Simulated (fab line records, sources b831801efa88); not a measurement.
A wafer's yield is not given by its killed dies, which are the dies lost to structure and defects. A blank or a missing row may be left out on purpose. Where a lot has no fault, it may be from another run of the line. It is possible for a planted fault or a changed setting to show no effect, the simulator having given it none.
Which of the tools did it? || flow gf180mcu || Sampling: 7 lots, 20 wafers, 2 of 602 route steps

## WHAT THE GAUGES SHOWED, per wafer
GF_HV_LDD_TW_MEAS_23.
{"lot": "L756", "measured": "day 11 01:15", "on": "film_metro-03", "HV_LDD_2_TW": "1069 1076 1068"}
{"lot": "L758", "measured": "day 11 15:22", "on": "film_metro-04", "HV_LDD_2_TW": "1066 1062 1068"}
{"lot": "L762", "measured": "day 12 22:06", "on": "film_metro-02", "HV_LDD_2_TW": "1069 1005"}
{"lot": "L768", "measured": "day 15 02:45", "on": "film_metro-04", "HV_LDD_2_TW": "1060 1061 1061"}
{"lot": "L771", "measured": "day 15 20:37", "on": "film_metro-02", "HV_LDD_2_TW": "1069 1071 1074"}
{"lot": "L775", "measured": "day 17 09:05", "on": "film_metro-04", "HV_LDD_2_TW": "1066 1066 1063"}
{"lot": "L776", "measured": "day 17 16:45", "on": "film_metro-03", "HV_LDD_2_TW": "1076 1076 1073"}

## EACH LOT AND THE TOOL THAT RAN IT (in order: tool; ch and the chambers of the sampled wafers; start)
{"lot": "L756", "GF_HV_LDD_IMPLANT_21": "implanter-04 ch 0, day 11 01:02"}
{"lot": "L758", "GF_HV_LDD_IMPLANT_21": "implanter-01 ch 0, day 11 15:07"}
{"lot": "L762", "GF_HV_LDD_IMPLANT_21": "implanter-01 ch 0, day 12 21:54"}
{"lot": "L768", "GF_HV_LDD_IMPLANT_21": "implanter-03 ch 0, day 15 02:30"}
{"lot": "L771", "GF_HV_LDD_IMPLANT_21": "implanter-03 ch 0, day 15 20:22"}
{"lot": "L775", "GF_HV_LDD_IMPLANT_21": "implanter-03 ch 0, day 17 08:51"}
{"lot": "L776", "GF_HV_LDD_IMPLANT_21": "implanter-03 ch 0, day 17 16:32"}
- GF_HV_LDD_IMPLANT_21

## THE ANSWER, worked out from the rows above alone
Rule: usual is defined by the lots themselves. The widest of any qualifying gaps counts: lots, ordered by their means at a reading, are off when they make up no more than a third of the lots, leave a main group of 4 or more, and stand apart from it by 3 or more times the standard deviation of that group's means. A main group whose means are all the same, to the digits that the tables above print for the reading, isn't used. Also off: a lot with no number at a reading for which 4 or more lots have one. Where the step has rows for the other lots, those lots are counted as sound.
Off: at GF_HV_LDD_TW_MEAS_23 (HV_LDD_2_TW), L762. For the main group the mean is 1068 and the standard deviation 4.8.
A tool fits if, at a process step before that reading, it ran every lot that is off, and no sound lot after the first of them. Gauges at GF_HV_LDD_TW_MEAS_23: tried the same way as those tools. One candidate fits, namely implanter-01 at GF_HV_LDD_IMPLANT_21. Its last sound lot is L758 (day 11 15:07), its first lot that is off L762 (day 12 21:54): a fault that began between those two fits.

## WHAT THE SIMULATOR HAD INSERTED
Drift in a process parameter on implanter-01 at GF_HV_LDD_IMPLANT_21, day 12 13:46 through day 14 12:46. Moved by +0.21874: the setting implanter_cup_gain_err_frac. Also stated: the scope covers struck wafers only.
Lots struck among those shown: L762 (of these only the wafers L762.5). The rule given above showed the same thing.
